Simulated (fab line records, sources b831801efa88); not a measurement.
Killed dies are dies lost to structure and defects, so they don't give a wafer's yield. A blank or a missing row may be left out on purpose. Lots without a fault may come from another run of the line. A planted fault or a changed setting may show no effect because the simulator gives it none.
fab line records | flow gf180mcu | part 2 of 2: steps 33 to 45 of 45
record lots=5 wafers=15 last_day=34
route steps=602 shown STI@5 DNWELL@32 NWELL@42
lots that met no fault: from a run of the same line without faults
start_h: hours from the record's first day to the start of the lot's first wafer shown | wait_h: hours since the lot's step before | " the same as in the row above | L1.1+2: a row that stands for several wafers | - no value, or no start given | * or withheld: withheld | < > ~ a bound
route shown NAME@n: a module of which the file shows steps, and the number in the route of the first | usual: mean/standard deviation of fault-free wafers | same: alike in all rows | chamber/n: place in a boat | sites: the reading at each site | _std_site: their standard deviation | _edge_site: outer sites' mean less inner sites' | radius_mm: how far each site lies from the wafer's centre | mask NAME#n: copy n | behind: the tool/chamber that last shaped the wafer | hold: why the lot was held/for how many hours/how that ended | device: the transistor (n, p or np) that didn't switch | end of line: the same wafers' tests at the end of the route | a step without rows: its recipe alone | killed: dies lost to structure and defects at the first sort, not the wafer's yield | map: a wafer's dies, x killed, . not, _ none there
set.NAME: the setting as run; set.NAME@STEP: as run at that earlier step | model.NAME: the simulator's own value behind a step, which no gauge read
lots at some steps of the route; a table a step, a row a wafer
services: from which hour (start_h, from the record's first day; less than 0 if before it) a tool's chamber was out of use, for how many hours, and why
## steps
# step GF_DNWELL_PEB_05
# recipe temp_c=115 time_s=withheld
# columns lot.wafer tool chamber start_h wait_h
L075.3+4+6 litho_track-02 0 - -
L081.4+5+6 litho_track-02 0 - -
L092.3+4+5 litho_track-01 0 - -
L095.1+4+6 litho_track-02 0 - -
L096.1+4+5 litho_track-03 0 - -
# step GF_DNWELL_DEVELOP_06
# recipe wall_angle_deg=90 develop_time_s=60 dev_temp_c=23
# columns lot.wafer tool chamber start_h wait_h
L075.3+4+6 litho_track-02 0 - -
L081.4+5+6 litho_track-02 0 - -
L092.3+4+5 litho_track-01 0 - -
L095.1+4+6 litho_track-02 0 - -
L096.1+4+5 litho_track-03 0 - -
# step GF_DNWELL_IMPLANT_07
# recipe species=P energy_kev=1500 dose_cm2=1e+13 tilt_deg=0
# columns lot.wafer tool chamber start_h wait_h
L075.3+4+6 implanter-03 0 47.88 -
L081.4+5+6 implanter-04 0 84.26 -
L092.3+4+5 implanter-04 0 140.33 -
L095.1+4+6 implanter-03 0 153.68 -
L096.1+4+5 implanter-02 0 161.37 -
# step GF_DNWELL_STRIP_08
# recipe chemistry=O2/N2 power_w=1400 pressure_mtorr=1500 platen_temp_c=250 o2_flow_sccm=3000 n2_flow_sccm=300 overash_fraction=0.5
# usual drypump_motor_current_A=5.49/0.29 heater_power_w=322/38 oes_product_au=0.722/0.005 strip_time_to_endpoint_s=36.95/0.1
# columns lot.wafer tool chamber start_h wait_h drypump_motor_current_A heater_power_w oes_product_au rf_hours_counter_h strip_time_to_endpoint_s
L075.3 plasma_asher-04 1 48.01 0.1 4.88 333 0.716 - 37.10
L075.4 " 0 " " 5.44 295 0.722 - 36.98
L075.6 " 1 " " 4.86 329 0.715 - 37.06
L081.4 plasma_asher-02 0 84.36 0.1 5.52 275 0.720 - 36.97
L081.5 " 0 " " 5.51 290 0.727 - 36.91
L081.6 " 1 " " 5.52 297 0.728 - 36.89
L092.3 plasma_asher-01 0 140.47 0.1 5.50 378 0.726 - 36.93
L092.4 " 1 " " 5.96 371 0.716 - 36.92
L092.5 " 0 " " 5.49 379 0.723 - 36.91
L095.1 plasma_asher-02 0 153.83 0.1 5.52 272 0.721 51 36.79
L095.4 " 0 " " 5.52 281 0.718 - 36.83
L095.6 " 0 " " 5.53 281 0.718 - 36.83
L096.1 plasma_asher-02 0 161.52 0.1 5.53 275 0.722 52 37.06
L096.4 " 1 " " 5.55 303 0.716 - 37.07
L096.5 " 1 " " 5.52 308 0.724 - 37.08
# step GF_DNWELL_TW_MEAS_09
# usual DNWELL_TW=1354/7.8
# columns lot.wafer tool chamber start_h wait_h DNWELL_TW
L075.3 film_metro-03 - 48.10 0.1 1348
L075.4 " - " " 1358
L075.6 " - " " 1353
L081.4 film_metro-03 - 84.46 0.1 1371
L081.5 " - " " 1373
L081.6 " - " " 1371
L092.3 film_metro-01 - 140.55 0.1 1352
L092.4 " - " " 1355
L092.5 " - " " 1356
L095.1 film_metro-01 - 153.93 0.1 1354
L095.4 " - " " 1352
L095.6 " - " " 1354
L096.1 film_metro-03 - 161.62 0.1 1351
L096.4 " - " " 1353
L096.5 " - " " 1350
# step GF_NWELL_DEHYDRATE_00
# recipe temp_c=200 time_s=60
# columns lot.wafer tool chamber start_h wait_h
L075.3+4+6 litho_track-03 0 54.17 6.1
L081.4+5+6 litho_track-01 0 90.41 5.9
L092.3+4+5 litho_track-03 0 148.37 7.8
L095.1+4+6 litho_track-03 0 161.67 7.7
L096.1+4+5 litho_track-01 0 169.63 8.0
# step GF_NWELL_HMDS_01
# recipe prime_time_s=60 prime_temp_c=120
# columns lot.wafer tool chamber start_h wait_h
L075.3+4+6 litho_track-03 0 54.32 0.1
L081.4+5+6 litho_track-01 0 90.56 0.1
L092.3+4+5 litho_track-03 0 148.52 0.1
L095.1+4+6 litho_track-03 0 161.82 0.1
L096.1+4+5 litho_track-01 0 169.78 0.1
# step GF_NWELL_COAT_02
# recipe spin_rpm=2000 resist_thk_nm=3000
# usual spin_speed_rpm=1999.8/1.3
# columns lot.wafer tool chamber start_h wait_h spin_speed_rpm
L075.3 litho_track-03 0 54.47 0.1 1999.5
L075.4 " 0 " " 1998.7
L075.6 " 0 " " 1997.9
L081.4 litho_track-01 0 90.71 0.1 1998.3
L081.5 " 0 " " 1998.8
L081.6 " 0 " " 1999.3
L092.3 litho_track-03 0 148.67 0.1 1999.1
L092.4 " 0 " " 2001.0
L092.5 " 0 " " 2001.1
L095.1 litho_track-03 0 161.97 0.1 2000.3
L095.4 " 0 " " 2000.7
L095.6 " 0 " " 1999.2
L096.1 litho_track-01 0 169.93 0.1 2000.7
L096.4 " 0 " " 1999.4
L096.5 " 0 " " 2002.7
# step GF_NWELL_SOFTBAKE_03
# recipe temp_c=110 time_s=withheld
# columns lot.wafer tool chamber start_h wait_h
L075.3+4+6 litho_track-03 0 54.64 0.1
L081.4+5+6 litho_track-01 0 90.89 0.1
L092.3+4+5 litho_track-03 0 148.84 0.1
L095.1+4+6 litho_track-03 0 162.12 0.1
L096.1+4+5 litho_track-01 0 170.08 0.1
# step GF_NWELL_EXPOSE_04
# recipe mask_id=Nwell target_cd_nm=860 na=0.6 source_shape=conventional sigma_outer=0.6 dose_mj=260
# usual exposure_dose_mJ_cm2=260.07/0.25
# columns lot.wafer tool chamber start_h wait_h mask exposure_dose_mJ_cm2
L075.3 iline_stepper-01 0 - - Nwell#0 260.00
L075.4 " 0 " " Nwell#0 259.97
L075.6 " 0 " " Nwell#0 260.14
L081.4 iline_stepper-01 0 - - Nwell#0 259.81
L081.5 " 0 " " Nwell#0 260.18
L081.6 " 0 " " Nwell#0 260.21
L092.3 iline_stepper-01 0 - - Nwell#0 260.02
L092.4 " 0 " " Nwell#0 260.02
L092.5 " 0 " " Nwell#0 259.92
L095.1 iline_stepper-01 0 - - Nwell#0 260.18
L095.4 " 0 " " Nwell#0 260.18
L095.6 " 0 " " Nwell#0 260.24
L096.1 iline_stepper-02 0 - - Nwell#0 259.83
L096.4 " 0 " " Nwell#0 259.64
L096.5 " 0 " " Nwell#0 259.88
# step GF_NWELL_PEB_05
# recipe temp_c=115 time_s=withheld
# columns lot.wafer tool chamber start_h wait_h
L075.3+4+6 litho_track-03 0 - -
L081.4+5+6 litho_track-01 0 - -
L092.3+4+5 litho_track-03 0 - -
L095.1+4+6 litho_track-04 0 - -
L096.1+4+5 litho_track-04 0 - -
# step GF_NWELL_DEVELOP_06
# recipe wall_angle_deg=90 develop_time_s=60 dev_temp_c=23
# columns lot.wafer tool chamber start_h wait_h
L075.3+4+6 litho_track-03 0 - -
L081.4+5+6 litho_track-01 0 - -
L092.3+4+5 litho_track-03 0 - -
L095.1+4+6 litho_track-04 0 - -
L096.1+4+5 litho_track-04 0 - -
# step GF_NWELL_OVL_MEAS_07
# usual NWELL_OVL=-1.1/1.4
# columns lot.wafer tool chamber start_h wait_h NWELL_OVL[nm]
L075.3 overlay-02 - 61.18 - -1.0
L075.4 " - " " 0.7
L075.6 " - " " 0.4
L081.4 overlay-01 - 98.30 - -0.6
L081.5 " - " " -1.1
L081.6 " - " " -0.2
L092.3 overlay-01 - 156.63 - -1.1
L092.4 " - " " -2.5
L092.5 " - " " -1.5
L095.1 overlay-02 - 171.13 - -2.0
L095.4 " - " " -0.9
L095.6 " - " " -0.1
L096.1 overlay-02 - 178.28 - -1.9
L096.4 " - " " -0.4
L096.5 " - " " -1.3
## services
# columns tool chamber start_h hours kind
rie_diel-01 1 2.21 28.4 repair
cmp-01 - 3.68 4.3 repair
cmp-01 - 7.72 2.6 repair
krf_scanner-01 - 9.50 3.2 repair
krf_scanner-01 - 12.67 4.4 pm
wet_bench-02 - 13.77 5.4 repair
krf_scanner-01 - 17.04 1.3 pm
cmp-01 - 20.85 8.3 pm
rie_diel-01 1 40.14 5.2 repair
rie_diel-01 - 56.22 4.3 pm
krf_scanner-01 - 62.35 1.0 pm
krf_scanner-01 - 63.59 0.2 repair
cmp-01 - 64.10 4.0 pm
rie_si-02 1 64.68 0.9 repair
furnace-01 - 67.23 3.5 pm
rie_diel-01 0 72.97 4.3 repair
hdpcvd-02 0 82.10 11.2 repair
krf_scanner-01 - 83.68 0.8 pm
furnace-02 - 83.89 2.9 pm
rie_si-02 0 91.74 10.6 repair
iline_stepper-01 - 91.93 1.7 pm
rie_diel-01 2 94.91 1.5 repair
iline_stepper-01 - 112.73 4.4 pm
wet_bench-01 - 162.01 2.8 repair
